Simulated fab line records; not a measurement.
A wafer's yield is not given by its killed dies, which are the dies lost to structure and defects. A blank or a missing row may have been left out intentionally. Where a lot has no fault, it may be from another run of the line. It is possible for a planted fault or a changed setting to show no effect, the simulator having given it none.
Which tool was responsible? :: flow gf180mcu :: Sampling: 13 lots, 39 wafers, 2 of 602 route steps

WHAT EACH GAUGE READ, for each wafer
GF_V2_CD_MEAS_14: the cd target is 260 nm.
lot: L786
measured: day 20 11:31
on: cd_sem-02
cd_nm (nm): 260.7 260.5 261.6

lot: L787
measured: day 20 15:26
on: cd_sem-01
cd_nm (nm): 260.1 261.4 260.6

lot: L788
measured: day 21 01:26
on: cd_sem-02
cd_nm (nm): 261.5 260.5 259.8

lot: L791
measured: day 22 12:55
on: cd_sem-02
cd_nm (nm): 257.9 257.7 258.4

lot: L796
measured: day 24 05:28
on: cd_sem-01
cd_nm (nm): 261.0 260.7 262.5

lot: L797
measured: day 24 12:11
on: cd_sem-01
cd_nm (nm): 258.4 258.2 259.0

lot: L799
measured: day 25 00:47
on: cd_sem-01
cd_nm (nm): 260.6 261.4 261.7

lot: L800
measured: day 25 08:20
on: cd_sem-01
cd_nm (nm): 259.0 260.0 259.4

lot: L802
measured: day 25 22:17
on: cd_sem-01
cd_nm (nm): 259.3 258.1 259.0

lot: L803
measured: day 25 22:56
on: cd_sem-01
cd_nm (nm): 261.5 262.1 261.1

lot: L804
measured: day 26 14:58
on: cd_sem-02
cd_nm (nm): 260.1 260.0 260.6

lot: L807
measured: day 27 11:59
on: cd_sem-01
cd_nm (nm): 262.8 260.0 262.2

lot: L808
measured: day 27 13:50
on: cd_sem-01
cd_nm (nm): 261.9 261.1 260.2

EACH LOT AND THE TOOL THAT RAN IT (in order: tool; ch and the chambers of the sampled wafers; start)
lot: L786
GF_M2_SPUTTER_03: pvd_sputter-01, day 18 09:32

lot: L787
GF_M2_SPUTTER_03: pvd_sputter-04, day 18 13:42

lot: L788
GF_M2_SPUTTER_03: pvd_sputter-04, day 19 00:40

lot: L791
GF_M2_SPUTTER_03: pvd_sputter-04, day 20 13:29

lot: L796
GF_M2_SPUTTER_03: pvd_sputter-02, day 22 07:51

lot: L797
GF_M2_SPUTTER_03: pvd_sputter-02, day 22 13:34

lot: L799
GF_M2_SPUTTER_03: pvd_sputter-02, day 23 03:08

lot: L800
GF_M2_SPUTTER_03: pvd_sputter-02, day 23 10:51

lot: L802
GF_M2_SPUTTER_03: pvd_sputter-02, day 24 01:22

lot: L803
GF_M2_SPUTTER_03: pvd_sputter-04, day 24 01:43

lot: L804
GF_M2_SPUTTER_03: pvd_sputter-04, day 24 14:17

lot: L807
GF_M2_SPUTTER_03: pvd_sputter-02, day 25 17:07

lot: L808
GF_M2_SPUTTER_03: pvd_sputter-02, day 25 19:07
- GF_M2_SPUTTER_03: material Ti, target thk 10 nm, time 6.7 s.

AS READ BY THE TOOLS THEMSELVES (means over the sampled wafers that have a number; for cases with no such wafer, the mark the record gives instead)
GF_M2_SPUTTER_03.
lot: L786
tool: pvd_sputter-01
chamber_pressure_pa (Pa): 0.3006
substrate_temp_c (C): 299.91
throttle_valve_pct (%): 30.0

lot: L787
tool: pvd_sputter-04
chamber_pressure_pa (Pa): 0.3006
substrate_temp_c (C): 299.94
throttle_valve_pct (%): 30.9

lot: L788
tool: pvd_sputter-04
chamber_pressure_pa (Pa): 0.3003
substrate_temp_c (C): 300.06
throttle_valve_pct (%): 28.3

lot: L791
tool: pvd_sputter-04
chamber_pressure_pa (Pa): 0.3002
substrate_temp_c (C): 299.90
throttle_valve_pct (%): 29.3

lot: L796
tool: pvd_sputter-02
chamber_pressure_pa (Pa): 0.2999
substrate_temp_c (C): 299.95
throttle_valve_pct (%): 30.0

lot: L797
tool: pvd_sputter-02
chamber_pressure_pa (Pa): 0.2997
substrate_temp_c (C): 300.02
throttle_valve_pct (%): 30.7

lot: L799
tool: pvd_sputter-02
chamber_pressure_pa (Pa): 0.2996
substrate_temp_c (C): 300.07
throttle_valve_pct (%): 30.9

lot: L800
tool: pvd_sputter-02
chamber_pressure_pa (Pa): 0.2997
substrate_temp_c (C): 300.02
throttle_valve_pct (%): 29.3

lot: L802
tool: pvd_sputter-02
chamber_pressure_pa (Pa): 0.3005
substrate_temp_c (C): 300.02
throttle_valve_pct (%): 29.8

lot: L803
tool: pvd_sputter-04
chamber_pressure_pa (Pa): 0.3002
substrate_temp_c (C): 299.99
throttle_valve_pct (%): 29.0

lot: L804
tool: pvd_sputter-04
chamber_pressure_pa (Pa): 0.2995
substrate_temp_c (C): 300.07
throttle_valve_pct (%): 30.8

lot: L807
tool: pvd_sputter-02
chamber_pressure_pa (Pa): 0.3000
substrate_temp_c (C): 299.99
throttle_valve_pct (%): 29.8

lot: L808
tool: pvd_sputter-02
chamber_pressure_pa (Pa): 0.3001
substrate_temp_c (C): 300.23
throttle_valve_pct (%): 29.9

THE ANSWER, worked out from the rows above alone
Rule: usual is defined by the lots themselves. Put in order of their means at a reading, lots are off if they are a third of the lots or fewer, leave a main group of 4 or more, and stand apart from it by a gap of 3 or more times the standard deviation of the main group's means; of several such gaps the widest counts. If all means in a main group match to the digits the tables above print for the reading, that group is not used. Also off: a lot with no number at a reading for which 4 or more lots have one. The other lots that the step has rows for count as sound. The gauges are gone through in route order, then the tools' own readings, and for those a lot's mean is taken as printed above. At the first step where some lot is off, the reading lying furthest off is the one used; lots without a number count as furthest.
None of the lots is off at any reading shown; this tells nothing.

WHAT THE SIMULATOR HAD INSERTED
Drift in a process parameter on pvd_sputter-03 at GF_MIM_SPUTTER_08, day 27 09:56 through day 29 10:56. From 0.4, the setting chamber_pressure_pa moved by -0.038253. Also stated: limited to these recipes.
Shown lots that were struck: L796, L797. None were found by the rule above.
